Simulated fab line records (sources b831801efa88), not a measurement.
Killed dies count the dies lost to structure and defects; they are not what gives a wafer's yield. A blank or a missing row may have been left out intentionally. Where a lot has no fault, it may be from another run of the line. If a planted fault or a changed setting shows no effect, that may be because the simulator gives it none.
What tool caused it? | flow sky130 | 14 lots with 42 wafers sampled at 3 steps, on a route of 708 steps

== WHAT THE GAUGES READ, wafer by wafer ==
SKY_POLY_GATE_THK_MEAS_01.
lot  | measured     | on           | POLY_GATE_CVD_00_THK (nm)
L158 | day 13 21:22 | filmMetro-03 | 180.4 180.8 181.4
L159 | day 14 03:18 | filmMetro-01 | 181.3 181.5 182.4
L160 | day 14 11:07 | filmMetro-03 | 179.6 178.1 177.8
L161 | day 15 03:22 | filmMetro-03 | 180.9 182.2 182.0
L162 | day 15 06:17 | filmMetro-02 | 180.7 181.2 183.4
L163 | day 15 16:38 | filmMetro-02 | 181.6 181.7 180.9
L164 | day 16 05:52 | filmMetro-03 | 178.7 179.3 180.5
L165 | day 16 15:41 | filmMetro-01 | 181.3 182.1 182.2
L171 | day 20 06:11 | filmMetro-03 | 181.3 179.0 180.5
L173 | day 21 03:26 | filmMetro-03 | 181.3 180.8 180.9
L174 | day 21 04:38 | filmMetro-01 | 183.1 182.6 182.1
L176 | day 21 20:19 | filmMetro-02 | 180.1 180.0 178.4
L180 | day 22 20:03 | filmMetro-03 | 180.8 181.8 180.5
L179 | day 23 00:22 | filmMetro-03 | 181.1 181.7 180.4

SKY_RES_PROTECT_TW_MEAS_08.
lot  | measured     | on           | POLY_GATE_TW
L158 | day 15 00:23 | filmMetro-03 | 3998 4004 3995
L159 | day 15 05:38 | filmMetro-01 | 4046 4035 4064
L160 | day 15 13:50 | filmMetro-03 | 3996 3977 3990
L161 | day 16 07:14 | filmMetro-03 | 3971 4005 4000
L162 | day 16 09:57 | filmMetro-01 | 4027 4053 4047
L163 | day 16 20:41 | filmMetro-01 | 4016 4041 4031
L164 | day 17 10:52 | filmMetro-01 | 4080 4039 4084
L165 | day 17 21:17 | filmMetro-01 | 4076 4078 4074
L171 | day 21 13:15 | filmMetro-04 | 4022 4003 4018
L173 | day 22 10:38 | filmMetro-01 | 4045 4048 4066
L174 | day 22 11:26 | filmMetro-04 | 4012 4031 4036
L176 | day 23 02:17 | filmMetro-04 | 4025 4027 4034
L180 | day 24 01:13 | filmMetro-04 | 4008 4018 4020
L179 | day 24 05:36 | filmMetro-04 | 4000 4032 4020

SKY_POLY_GATE_THK_MEAS_21.
lot  | measured     | on           | POLY_GATE_OXIDATION_THK (nm)
L158 | day 16 07:23 | filmMetro-02 | 3.88 4.00 4.01
L159 | day 16 13:40 | filmMetro-02 | 3.89 3.98 3.85
L160 | day 16 21:23 | filmMetro-02 | 3.94 3.91 3.96
L161 | day 17 16:40 | filmMetro-02 | 3.84 3.88 3.96
L162 | day 17 18:32 | filmMetro-03 | 3.93 3.95 3.82
L163 | day 18 07:17 | filmMetro-02 | 4.01 4.02 4.03
L164 | day 18 22:18 | filmMetro-02 | 4.01 4.05 3.96
L165 | day 19 08:38 | filmMetro-03 | 4.06 4.00 4.04
L171 | day 23 01:49 | filmMetro-02 | 4.17 4.20 4.16
L173 | day 23 19:44 | filmMetro-03 | 4.16 4.04 3.94
L174 | day 23 20:29 | filmMetro-03 | 4.06 4.01 4.06
L176 | day 24 10:23 | filmMetro-03 | 4.20 4.07 4.16
L180 | day 25 10:18 | filmMetro-03 | 4.07 4.07 4.09
L179 | day 25 16:09 | filmMetro-01 | 4.17 4.21 4.14

== WHICH TOOL RAN EACH LOT (tool, then ch and the chambers of the sampled wafers, then the start) ==
There is no process step in the record ahead of these readings.

== AS READ BY THE TOOLS THEMSELVES (means over the sampled wafers that have a number; for cases with no such wafer, the mark the record gives instead) ==
The record holds no such reading with a usual standard deviation.

== THE ANSWER, worked out from the rows above alone ==
Rule: the lots themselves supply what counts as usual. Put in order of their means at a reading, lots are off if they are a third of the lots or fewer, leave a main group of 4 or more, and stand apart from it by a gap of 3 or more times the standard deviation of the main group's means; of several such gaps the widest counts. The tables above print the reading to a certain number of digits; a main group whose means all agree to those digits is not used. Also off: a lot with no number at a reading for which 4 or more lots have one. All remaining lots with rows at the step are treated as sound. The gauges are gone through in route order, then the tools' own readings, and for those a lot's mean is taken as printed above. The first step at which some lot is off is used, and at that step the reading that is off furthest; a lot without a number counts as furthest.
Across all readings shown, no lot is off: no conclusion can be drawn from this.

== WHAT WAS PUT IN BY THE SIMULATOR ==
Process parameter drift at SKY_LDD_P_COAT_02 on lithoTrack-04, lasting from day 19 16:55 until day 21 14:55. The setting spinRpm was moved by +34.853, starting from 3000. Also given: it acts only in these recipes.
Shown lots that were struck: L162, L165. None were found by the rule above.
